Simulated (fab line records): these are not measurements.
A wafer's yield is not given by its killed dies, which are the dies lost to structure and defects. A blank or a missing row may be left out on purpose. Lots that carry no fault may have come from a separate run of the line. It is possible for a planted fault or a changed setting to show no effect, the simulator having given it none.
A struck lot beside a sound one + flow gf180mcu + 15 steps out of a route of 602
Sound: the wafers L807.2, L807.3, L807.5. Struck: wafers L809.3, L809.5. (L809.1 of the same lot was not struck and is left out.) The cause comes at the end.
Order at every step that has rows: each side's tool, ch and its chambers, its first start. Under that, the readings that differ: sound wafers + struck wafers + difference of the means + sigmas: that difference in standard deviations of wafers without a fault.
alike: readings whose means differ by less than 2 such deviations, and words and numbers that are the same on both sides. not compared: withheld readings, readings that some wafer has no value for, bounds like >300 that may hide the same value, and numbers for which the record gives no deviation and whose values overlap.
Wherever a step has rows on one side only, a row that says differs or no value, or a row with sigmas, the two part there. When numbers do not overlap yet have no deviation, they are printed without sigmas and do not part them. A reading that every wafer of one side lacks parts them only if that side has two wafers or more.

first, 2 steps without rows for these wafers: GF_DUAL_GATE_CLEAN_01 (cleans in dHF, time 20 s); GF_DUAL_GATE_OXIDATION_02 (stabilise 600 s, purge 300 s, target thk 10.887 nm).
GF_DUAL_GATE_THK_MEAS_03:
  sound on filmMetro-04, day 10 14:54; struck on filmMetro-04, day 11 05:19
  alike: DUAL_GATE_OXIDATION_00_THK
then, 7 steps without rows for these wafers: GF_DUAL_GATE_DEHYDRATE_04 (time 60 s); GF_DUAL_GATE_HMDS_05 (prime time 60 s); GF_DUAL_GATE_COAT_06 (resist thk 1000 nm); GF_DUAL_GATE_SOFTBAKE_07 (time 60 s); GF_DUAL_GATE_EXPOSE_08 (exposes mask Dualgate, target cd 700 nm); GF_DUAL_GATE_PEB_09; GF_DUAL_GATE_DEVELOP_10 (develop time 60 s).
GF_DUAL_GATE_OVL_MEAS_11:
  sound on overlay-02, day 11 08:57; struck on overlay-02, day 11 23:59
  alike: DUAL_GATE_OVL
then, 1 step without rows for these wafers: GF_DUAL_GATE_WET_ETCH_12 (etches SiO2 in dHF, target depth 13 nm, time 260 s).
GF_DUAL_GATE_STRIP_13: strips in O2/N2.
  sound on plasmaAsher-01 ch 0,1, day 11 09:04; struck on plasmaAsher-01 ch 1, day 12 00:07
| reading                  | sound             | struck      | difference | sigmas |
|--------------------------|-------------------|-------------|------------|--------|
| oesProductAu (a.u.)      | 0.716 0.714 0.708 | 0.697 0.701 | -0.014     | -3     |
| stripTimeToEndpointS (s) | 12.55 12.58 12.57 | 12.95 12.98 | +0.40      | +12    |
  alike: drypumpMotorCurrentA, heaterPowerW
  not compared: rfHoursCounterH
then, 2 steps without rows for these wafers: GF_DUAL_GATE_CLEAN_14 (cleans in SC1/SC2, time 150 s); GF_PASSIVATION_PROBE_99.

WHERE THEY PART
At GF_DUAL_GATE_STRIP_13 and nowhere else, as far as this record goes.

WHY: the cause the simulator had injected
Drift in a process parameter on plasmaAsher-01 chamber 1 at GF_DUAL_GATE_STRIP_13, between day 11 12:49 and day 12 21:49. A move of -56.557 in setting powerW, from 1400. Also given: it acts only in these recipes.
